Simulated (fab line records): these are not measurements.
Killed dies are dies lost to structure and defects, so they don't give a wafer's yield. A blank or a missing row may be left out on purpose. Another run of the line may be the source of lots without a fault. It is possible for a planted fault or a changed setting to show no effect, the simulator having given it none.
2 desks, one fault | flow sky130 | numbers are kept per desk, each desk with only its own; the story behind them comes last

TOOL OWNER'S DESK, plasmaAsher-03
The tool's own readings at SKY_POLY_GATE_STRIP_18 (strips in O2/N2): means of the sampled wafers that have a number, for each lot that ran on this tool. The brackets show how far a lot's mean lies from the usual mean; more than 4 standard deviations puts the lot out of limits, marked OUT.
Columns: A = drypumpMotorCurrentA at SKY_POLY_GATE_STRIP_18, usual 5.9 A; B = oesProductAu at SKY_POLY_GATE_STRIP_18, usual 0.360 a.u.; C = stripTimeToEndpointS at SKY_POLY_GATE_STRIP_18, usual 3.15 s
lot  | first seen here | A   | B     | C
L860 | day 16 13:23    | 6.1 | 0.358 | 3.14
L866 | day 19 06:02    | 6.1 | 0.363 | 3.18
L870 | day 20 20:36    | 5.9 | 0.361 | 3.14
L872 | day 20 23:42    | 6.1 | 0.353 | 3.09
L878 | day 22 20:24    | 6.1 | 0.353 | 3.18
L880 | day 23 12:53    | 6.1 | 0.359 | 3.21
Result from this desk: across the 6 lots, nothing is out of limits.

METROLOGY DESK
What the gauges read for every lot (on any tool): the sampled wafers with a number, averaged. The brackets show how far a lot's mean lies from the usual mean; more than 4 standard deviations puts the lot out of limits, marked OUT.
Columns: A = VIA3_HDPCVD_THK at SKY_VIA3_THK_MEAS_01, usual 1639 nm; B = cdNm at SKY_VIA3_CD_MEAS_12, usual 200.4 nm
lot  | first seen here | A    | B
L860 | day 38 16:23    | 1635 | 202.2
L861 | day 39 05:07    | 1636 | 199.5
L864 | day 40 00:42    | 1634 | 200.5
L863 | day 40 05:57    | 1622 | 198.6
L866 | day 40 22:19    | 1644 | 200.3
L867 | day 41 01:17    | 1648 | 200.1
L868 | day 41 09:43    | 1661 | 201.5
L869 | day 41 12:29    | 1609 | 203.3
L870 | day 42 02:28    | 1634 | 201.1
L872 | day 42 06:38    | 1620 | 201.4
L878 | day 43 18:43    | 1641 | 199.5
L880 | day 44 05:41    | 1637 | 197.5
L883 | day 45 11:23    | 1641 | 201.5
Result from this desk: across the 13 lots, nothing is out of limits.

TAKEN TOGETHER
Nothing out of limits was seen by the tool owner's desk.
From the metrology desk's view, nothing was out of limits.

WHAT THE SIMULATOR PUT IN
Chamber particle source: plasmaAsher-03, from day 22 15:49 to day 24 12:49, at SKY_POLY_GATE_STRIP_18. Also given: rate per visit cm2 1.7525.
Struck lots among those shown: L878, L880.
